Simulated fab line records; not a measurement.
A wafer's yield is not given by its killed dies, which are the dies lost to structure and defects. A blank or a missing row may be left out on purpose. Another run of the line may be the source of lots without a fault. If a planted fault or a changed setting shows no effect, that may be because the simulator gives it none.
Which tool is to blame? ; flow gf180mcu ; 72 wafers from 24 lots sampled at 6 of the route's 602 steps

WHAT THE GAUGES SHOWED, per wafer
GF_HV_LDD_OVL_MEAS_08. Usual: HV_LDD_OVL gives 1.1 nm (standard deviation 1.3).
lot;measured;on;HV_LDD_OVL (nm);flag
L074;day 10 06:22;overlay-02;0.6 2.4 0.7;
L075;day 10 11:59;overlay-01;0.0 -0.4 -0.3;
L076;day 10 22:11;overlay-02;0.9 0.9 0.2;
L077;day 10 22:40;overlay-02;3.0 3.5 3.2;
L078;day 11 03:32;overlay-01;0.9 1.7 3.1;
L079;day 11 10:58;overlay-02;1.9 2.0 1.2;
L080;day 11 16:05;overlay-01;0.9 -0.1 -0.2;
L081;day 12 04:20;overlay-01;2.6 1.4 2.4;
L082;day 12 14:08;overlay-02;-0.2 2.6 1.6;
L083;day 12 18:25;overlay-02;2.9 2.3 2.1;
L084;day 13 01:59;overlay-01;1.4 -0.3 0.5;
L085;day 13 10:57;overlay-01;-0.6 -0.9 -0.8;
L086;day 13 21:35;overlay-01;0.7 0.7 0.8;
L087;day 14 09:08;overlay-02;1.9 4.2 1.2;
L088;day 14 13:20;overlay-02;1.1 -1.7 0.7;
L089;day 14 15:36;overlay-02;-1.1 -0.2 -0.5;
L090;day 15 04:31;overlay-01;1.0 0.0 1.1;
L091;day 15 08:16;overlay-01;0.1 0.8 0.1;
L092;day 15 16:14;overlay-01;0.0 0.4 1.1;
L093;day 15 19:41;overlay-01;2.3 3.5 2.9;
L094;day 16 04:50;overlay-02;0.7 -0.4 -1.0;
L095;day 16 11:27;overlay-01;-0.4 1.2 -1.1;
L096;day 16 18:56;overlay-02;1.4 1.6 0.9;
L097;day 17 02:21;overlay-02;3.1 1.6 3.2;

GF_CONTACT_THK_MEAS_01. Usual: CONTACT_CVD_00_THK gives 300 nm (standard deviation 3.1).
lot;measured;on;CONTACT_CVD_00_THK (nm);flag
L074;day 15 11:13;film metro-03;298 303 305;
L075;day 15 18:10;film metro-03;299 303 300;
L076;day 16 04:55;film metro-01;301 303 301;
L077;day 16 07:55;film metro-02;300 299 300;
L078;day 16 12:41;film metro-02;301 307 302;
L079;day 16 21:15;film metro-03;303 303 304;
L080;day 17 02:05;film metro-01;299 300 303;
L081;day 17 19:08;film metro-03;300 298 295;
L082;day 18 05:08;film metro-01;302 301 300;
L083;day 18 10:02;film metro-02;301 301 297;
L084;day 18 20:11;film metro-02;299 299 300;
L085;day 19 03:57;film metro-03;303 309 302;
L086;day 19 17:37;film metro-03;300 298 298;
L087;day 20 06:28;film metro-03;302 307 300;
L088;day 20 13:21;film metro-03;300 296 302;
L089;day 20 16:01;film metro-01;301 303 301;
L090;day 21 03:46;film metro-03;297 298 296;
L091;day 21 11:29;film metro-02;299 295 293;
L092;day 21 20:11;film metro-01;299 298 302;
L093;day 21 23:13;film metro-01;302 306 302;
L094;day 22 05:44;film metro-03;295 299 296;
L095;day 22 13:05;film metro-02;297 300 299;
L096;day 22 23:21;film metro-01;306 301 301;
L097;day 23 04:49;film metro-02;300 301 301;

GF_M1_THK_MEAS_06: measures by xrf. Usual: M1_ALCU_THK gives 448 nm (standard deviation 5.4).
lot;measured;on;M1_ALCU_THK (nm);flag
L074;day 16 10:47;film metro-01;460 455 455;
L075;day 16 18:19;film metro-03;443 446 443;
L076;day 17 05:32;film metro-03;445 442 448;
L077;day 17 09:13;film metro-04;448 449 454;
L078;day 17 12:26;film metro-03;445 441 443;
L079;day 17 21:01;film metro-03;456 455 454;
L080;day 18 02:20;film metro-01;452 453 449;
L081;day 18 21:50;film metro-01;452 459 455;
L082;day 19 07:55;film metro-03;447 441 445;
L083;day 19 12:58;film metro-04;440 446 444;
L084;day 19 23:05;film metro-01;461 458 455;
L085;day 20 06:05;film metro-03;448 452 447;
L086;day 20 19:10;film metro-03;450 446 445;
L087;day 21 08:29;film metro-01;449 444 447;
L088;day 21 15:16;film metro-04;449 444 448;
L089;day 21 18:43;film metro-01;442 443 440;
L090;day 22 05:31;film metro-01;447 438 450;
L091;day 22 13:13;film metro-01;450 440 446;
L092;day 22 21:16;film metro-01;454 449 444;
L093;day 23 00:29;film metro-03;446 448 449;
L094;day 23 06:54;film metro-04;452 452 446;
L095;day 23 13:28;film metro-01;440 440 440;
L096;day 23 23:56;film metro-03;445 447 448;
L097;day 24 05:31;film metro-04;455 452 449;

GF_V5_OVL_MEAS_15. Usual: V5_OVL gives 1 nm (standard deviation 6.6).
lot;measured;on;V5_OVL (nm);flag
L074;day 27 09:15;overlay-01;2 10 9;
L075;day 27 16:28;overlay-02;1 4 13;
L076;day 28 02:52;overlay-02;-7 -11 -5;
L077;day 28 06:32;overlay-01;0 5 2;
L078;day 28 08:11;overlay-01;3 7 5;
L079;day 28 16:14;overlay-01;2 -1 0;
L080;day 28 19:20;overlay-02;-1 -7 2;
L081;day 29 13:08;overlay-02;4 6 3;
L082;day 29 21:07;overlay-01;6 3 2;
L083;day 30 00:23;overlay-02;-6 0 5;
L084;day 30 08:29;overlay-01;-8 -5 -10;
L085;day 30 13:16;overlay-02;-10 -7 -16;
L086;day 30 23:34;overlay-02;-2 -1 0;
L087;day 31 07:43;overlay-01;-7 -7 -4;
L088;day 31 14:46;overlay-02;5 8 8;
L089;day 31 17:43;overlay-02;-2 -1 -9;
L090;day 31 23:40;overlay-01;-4 1 -4;
L091;day 32 08:19;overlay-02;4 9 10;
L092;day 32 10:22;overlay-02;11 4 11;
L093;day 32 13:55;overlay-02;0 0 3;
L094;day 32 22:28;overlay-02;-8 -2 5;
L095;day 33 00:58;overlay-02;9 2 -1;
L096;day 33 08:59;overlay-01;2 5 10;
L097;day 33 10:33;overlay-01;-8 -9 -13;

TOOL THAT RAN EACH LOT (tool first, then ch and the chambers of the sampled wafers, then the start)
lot;GF_MIM_SPUTTER_03;GF_V5_CVD_02
L074;pvd sputter-01, day 24 16:14;pecvd-04 ch 0,1,2, day 26 12:48
L075;pvd sputter-02, day 25 00:59;pecvd-01 ch 0,1,2, day 26 19:58
L076;pvd sputter-01, day 25 11:18;pecvd-01 ch 0,1, day 27 06:23
L077;pvd sputter-04, day 25 13:53;pecvd-01 ch 0,1,2, day 27 09:44
L078;pvd sputter-01, day 25 17:28;pecvd-02 ch 0,1,2, day 27 12:05
L079;pvd sputter-01, day 26 00:46;pecvd-02 ch 0,1,2, day 27 19:25
L080;pvd sputter-01, day 26 05:47;pecvd-04 ch 0,2, day 27 23:12
L081;pvd sputter-02, day 27 00:16;pecvd-01 ch 0,1,2, day 28 17:19
L082;pvd sputter-04, day 27 08:02;pecvd-01 ch 1,2, day 29 01:35
L083;pvd sputter-01, day 27 12:23;pecvd-02 ch 1,2, day 29 05:05
L084;pvd sputter-02, day 27 20:52;pecvd-02 ch 0,1, day 29 12:44
L085;pvd sputter-04, day 28 03:01;pecvd-01 ch 1,2, day 29 18:22
L086;pvd sputter-02, day 28 13:29;pecvd-02 ch 0,1,2, day 30 05:04
L087;pvd sputter-04, day 28 22:51;pecvd-01 ch 1,2, day 30 13:44
L088;pvd sputter-01, day 29 06:25;pecvd-02 ch 0,1,2, day 30 21:14
L089;pvd sputter-04, day 29 08:55;pecvd-01 ch 0,1,2, day 30 23:14
L090;pvd sputter-01, day 29 16:23;pecvd-04 ch 0,1,2, day 31 05:46
L091;pvd sputter-01, day 30 01:01;pecvd-01 ch 0,1,2, day 31 14:36
L092;pvd sputter-02, day 30 05:31;pecvd-02 ch 0,1,2, day 31 18:10
L093;pvd sputter-01, day 30 08:58;pecvd-02 ch 0,1,2, day 31 21:38
L094;pvd sputter-02, day 30 14:38;pecvd-02 ch 0,2, day 32 02:59
L095;pvd sputter-04, day 30 20:12;pecvd-02 ch 0,1, day 32 07:56
L096;pvd sputter-02, day 31 05:34;pecvd-04 ch 1,2, day 32 16:47
L097;pvd sputter-02, day 31 06:50;pecvd-01 ch 0,1, day 32 18:23
- GF_MIM_SPUTTER_03: material Ti, target thk 10 nm, time 6.7 s.
- GF_V5_CVD_02: deposits SiO2 from TEOS, target thk 1450 nm, time 163.28 s.

WHAT THE TOOLS THEMSELVES READ (means of the sampled wafers that have a number; where no wafer has one, the mark that the record gives instead)
GF_MIM_SPUTTER_03. Usual: throttle valve pct at 30.1 %, with a standard deviation of 0.97.
lot;tool;throttle valve pct (%);flag
L074;pvd sputter-01;29.3;
L075;pvd sputter-02;30.7;
L076;pvd sputter-01;30.9;
L077;pvd sputter-04;29.2;
L078;pvd sputter-01;29.9;
L079;pvd sputter-01;29.2;
L080;pvd sputter-01;30.1;
L081;pvd sputter-02;30.8;
L082;pvd sputter-04;30.4;
L083;pvd sputter-01;29.9;
L084;pvd sputter-02;30.2;
L085;pvd sputter-04;31.2;
L086;pvd sputter-02;30.8;
L087;pvd sputter-04;29.4;
L088;pvd sputter-01;29.8;
L089;pvd sputter-04;30.0;
L090;pvd sputter-01;29.9;
L091;pvd sputter-01;29.2;
L092;pvd sputter-02;30.2;
L093;pvd sputter-01;29.1;
L094;pvd sputter-02;30.7;
L095;pvd sputter-04;30.2;
L096;pvd sputter-02;30.8;
L097;pvd sputter-02;30.9;

GF_V5_CVD_02. Usual: heater power w 688 W, standard deviation 98; rf fwd power W 597.6 W, standard deviation 2.
lot;tool;heater power w (W);rf fwd power W (W);flag
L074;pecvd-04;752;597.5;
L075;pecvd-01;708;599.7;
L076;pecvd-01;672;598.3;
L077;pecvd-01;641;596.4;
L078;pecvd-02;619;598.1;
L079;pecvd-02;716;600.1;
L080;pecvd-04;676;598.9;
L081;pecvd-01;740;599.0;
L082;pecvd-01;630;599.4;
L083;pecvd-02;635;597.7;
L084;pecvd-02;740;598.1;
L085;pecvd-01;649;599.5;
L086;pecvd-02;698;595.7;
L087;pecvd-01;665;598.3;
L088;pecvd-02;634;597.6;
L089;pecvd-01;700;598.8;
L090;pecvd-04;775;598.5;
L091;pecvd-01;637;595.6;
L092;pecvd-02;673;597.2;
L093;pecvd-02;672;596.8;
L094;pecvd-02;610;595.9;
L095;pecvd-02;728;596.3;
L096;pecvd-04;806;598.6;
L097;pecvd-01;673;599.4;

THE ANSWER, worked out from the rows above alone
Rule: take the mean of a lot's wafers that have a number; if it is more than 3 standard deviations from the usual mean, the lot is off. A lot without any number at a reading at which 4 lots or more have one is off too. Any other lot the step has rows for is counted as sound. After the gauges, taken in route order, come the tools' own readings; for these a lot's mean is taken, as printed above. The first step at which some lot is off is used, and at that step the reading that is off furthest; a lot without a number counts as furthest.
None of the lots is off at any reading shown; this tells nothing.

WHAT THE SIMULATOR PUT IN
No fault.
